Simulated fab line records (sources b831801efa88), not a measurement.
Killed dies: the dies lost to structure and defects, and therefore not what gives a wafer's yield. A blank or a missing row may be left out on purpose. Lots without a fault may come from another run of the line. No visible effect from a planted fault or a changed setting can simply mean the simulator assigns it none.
Problem report, 8D (eight disciplines) form, completed by code / flow gf180mcu / the parts of the form that need people (team, actions taken, sign-off) are left out

## 1. THE ISSUE
Wafers without a fault read 3000.0 rpm, standard deviation 2.1; spin_speed_rpm at GF_TOP_METAL_COAT_09 reads a mean of 3038.6 rpm on 6 wafers belonging to 2 lots. That puts it +18 standard deviations away from the usual mean.
The step: resist thk 1500 nm.
First seen on wafer L402.3, day 30 05:32, on litho_track-01. Wafers with a number at this step in the record: 42, from 14 lots. Rule for "out", or "out of limits": more than 4 standard deviations from the usual mean. All remaining wafers that have a number are taken as sound.

## 2. WHAT IT IS, AND WHAT IT ISN'T
question=which readings at this step | is=spin_speed_rpm | is not=exhaust_pa
question=which lots | is=L402, L403 | is not=L394, L395, L396, L408, L409, L411, L412, L413, L414, L415, L416, L417
question=which wafers of those lots | is=all that have a number | is not=-
question=read on which tools | is=litho_track-01 | is not=litho_track-03, litho_track-04
question=when | is=from day 30 05:32 | is not=up to then (9 sound wafers); but 27 sound wafers of L408, L409, L411, L412, L413, L414, L415, L416, L417 came after

## 3. WHAT RULES OUT EACH SUSPECT
Counting: a tool at any process step up to the reading remains a suspect when it ran all the lots that are out and ran no sound lot after the first of those.
- litho_track-01 at GF_TOP_METAL_COAT_09 (resist thk 1500 nm): kept. Every lot that is out went through it, starting with L402 (day 30 05:32), and after that it ran no sound lot; the last sound lot it ran before then is L395 (day 28 05:47). Its own spin_speed_rpm readings are out on those wafers.
Remaining after the count: litho_track-01 at GF_TOP_METAL_COAT_09.

## 4. THE CAUSE (what the simulator had put in)
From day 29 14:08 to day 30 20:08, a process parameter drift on litho_track-01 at GF_TOP_METAL_COAT_09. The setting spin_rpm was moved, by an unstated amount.
This tool alone remained once counting was done.

## 5. THE CHAIN OF EFFECTS, in route order
One row per reading whose mean, taken over the struck wafers that have a number, lies over 3 standard deviations from the usual. Scope: only readings with a usual standard deviation given in the record; hours: median across lots of the time from each lot's start at the first step in this table that gives one to its start at this step; sigmas: change in usual standard deviations.
hours=0; step=GF_TOP_METAL_COAT_09; reading=spin_speed_rpm; usual=3000.0 rpm; on struck wafers=3038.6; change=+38.6; sigmas=+18
The process steps in it:
- GF_TOP_METAL_COAT_09: resist thk 1500 nm.

## 6. WHAT WOULD HAVE CAUGHT IT SOONER
In this record no reading fell out of limits until day 30 05:32, 15 hours after the fault had begun at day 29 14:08.
